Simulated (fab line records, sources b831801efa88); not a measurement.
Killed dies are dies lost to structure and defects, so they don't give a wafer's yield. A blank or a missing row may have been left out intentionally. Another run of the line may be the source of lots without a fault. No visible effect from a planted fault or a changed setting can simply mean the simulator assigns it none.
Matching of chambers ; flow sfqLine ; SFQ_TRILAYER_L0_VIA_ETCH_VIA_ETCH_016 on rieDiel-04: 4 sister chambers
The step etches SiO2 in CHF3, stops on MoNx KI, target depth 80 nm. 8 wafers are shown with their chamber, then 8 later ones without.

## WAFERS, EACH WITH ITS CHAMBER
wafer;chamber;drypumpMotorCurrentA (A);oesProductAu (a.u.)
L294.6;3;5.79;0.837
L297.1;0;5.71;0.845
L297.2;2;5.75;0.838
L297.5;2;5.74;0.852
L307.2;0;5.65;0.838
L307.4;3;5.77;0.841
L307.6;1;5.36;0.845
L309.4;1;5.33;0.851

## WAFERS WHOSE CHAMBER IS MISSING
wafer;drypumpMotorCurrentA (A);oesProductAu (a.u.)
L309.5;5.69;0.854
L309.6;5.34;0.861
L310.1;5.33;0.848
L310.5;5.81;0.849
L310.6;5.79;0.840
L312.2;5.78;0.840
L312.3;5.72;0.839
L312.5;5.79;0.843

## EACH ONE'S CHAMBER
wafer;from the rows above;in truth
L309.5;can't be placed: 0 or 2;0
L309.6;1;1
L310.1;1;1
L310.5;can't be placed: 3 or 2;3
L310.6;can't be placed: 3 or 2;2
L312.2;can't be placed: 3 or 2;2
L312.3;can't be placed: 2 or 0 or 3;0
L312.5;can't be placed: 3 or 2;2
Placed correctly: 2 of 8. Cannot be placed on the basis of these rows: 6; the candidates contain the true chamber in 6. Placed wrongly: 0.
How it was worked out, from the rows above alone: a wafer's distance from a chamber is the root of the sum, over the readings, of the square of ((its reading less the chamber's mean) divided by the reading's scatter). If the next closest chamber is less than 2 further off than the closest, the wafer can't be placed; otherwise it belongs to the closest. A chamber's mean is the mean of its shown wafers. How the scatter is found: for the shown wafers, subtract from each reading the mean of its chamber, square and add these, divide the total by (wafers less chambers), then take the root.
